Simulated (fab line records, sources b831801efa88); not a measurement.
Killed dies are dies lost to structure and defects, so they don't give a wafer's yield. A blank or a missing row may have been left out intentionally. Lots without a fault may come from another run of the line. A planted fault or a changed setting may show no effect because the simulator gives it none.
Problem report in the 8D (eight disciplines) form, filled by code	flow sky130	the parts of the form that need people (team, actions taken, sign-off) are left out

== 1. PROBLEM STATEMENT ==
Wafers without a fault read 10600 W, standard deviation 2; cathode-dc-power-W at SKY_METAL3_SPUTTER_02 reads a mean of 8221 W on 6 wafers belonging to 2 lots. So: -99 or more standard deviations from the usual mean.
The step: material AlCu, target thk 735 nm, time 39.1 s.
Seen first at day 42 12:49 on pvd-sputter-02, wafer L841.3. At this step, 33 wafers from 11 lots have a number in the record. Rule for "out", or "out of limits": more than 4 standard deviations from the usual mean. All remaining wafers that have a number are taken as sound.

== 2. WHAT IT IS; WHAT IT IS NOT ==
question	is	is not
which readings at this step	cathode-dc-power-W	throttle-valve-pct
which lots	L841, L843	L826, L829, L831, L832, L833, L835, L836, L837, L844
which wafers of those lots	all that have a number	-
read on which tools	pvd-sputter-02	pvd-sputter-01, pvd-sputter-04
when	from day 42 12:49	up to then (24 sound wafers); but 3 sound wafers of L844 came after

== 3. WHAT RULES OUT EACH SUSPECT ==
Counting: a tool at a process step up to the reading stays a suspect if it ran every lot that is out and no sound lot after the first of them.
- rie-metal-04 at SKY_METAL2_METAL_ETCH_19 (etches the open film in Cl2/BCl3, stops on SiO2, target depth 360 nm, time 78 s): kept. All lots that are out passed through it, beginning with L841 at day 41 09:40, and no sound lot followed; its final sound lot before that point was L835 at day 39 13:10.
- pvd-sputter-02 at SKY_METAL3_SPUTTER_02 (material AlCu, target thk 735 nm, time 39.1 s): kept. All lots that are out passed through it, beginning with L841 at day 42 12:49, and no sound lot followed; its final sound lot before that point was L836 at day 40 22:45. Its own readings are out on those wafers: cathode-dc-power-W.
The count leaves pvd-sputter-02 at SKY_METAL3_SPUTTER_02 and rie-metal-04 at SKY_METAL2_METAL_ETCH_19.

== 4. THE CAUSE (what the simulator had put in) ==
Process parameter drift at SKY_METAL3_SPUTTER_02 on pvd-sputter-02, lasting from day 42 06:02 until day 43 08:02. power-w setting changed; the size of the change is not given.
After counting, 2 suspects remain, this tool included.

== 5. THE CHAIN OF EFFECTS, in route order ==
Each row: a reading whose mean over the struck wafers that have a number lies more than 3 standard deviations from the usual. Only readings whose record carries a usual standard deviation are examined. hours: median over the lots of the time between each lot's start at the first step of this table that gives one and its start at this step. sigmas: the change, counted in usual standard deviations.
hours	step	reading	usual	on struck wafers	change	sigmas
0	SKY_METAL3_SPUTTER_02	cathode-dc-power-W	10600 W	8221	-2379	-99 or more
48	SKY_METAL3_METAL_ETCH_18	oes-product-au	0.868 a.u.	0.765	-0.103	-14
Its process steps:
- SKY_METAL3_SPUTTER_02: material AlCu, target thk 735 nm, time 39.1 s.
- SKY_METAL3_METAL_ETCH_18: etches the open film in Cl2/BCl3, stops on SiO2, target depth 845 nm, time 183.1 s.

== 6. HOW IT WOULD HAVE BEEN CAUGHT EARLIER ==
The fault began at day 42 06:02; the first out-of-limits reading in this record came at day 42 12:49, 7 hours later.
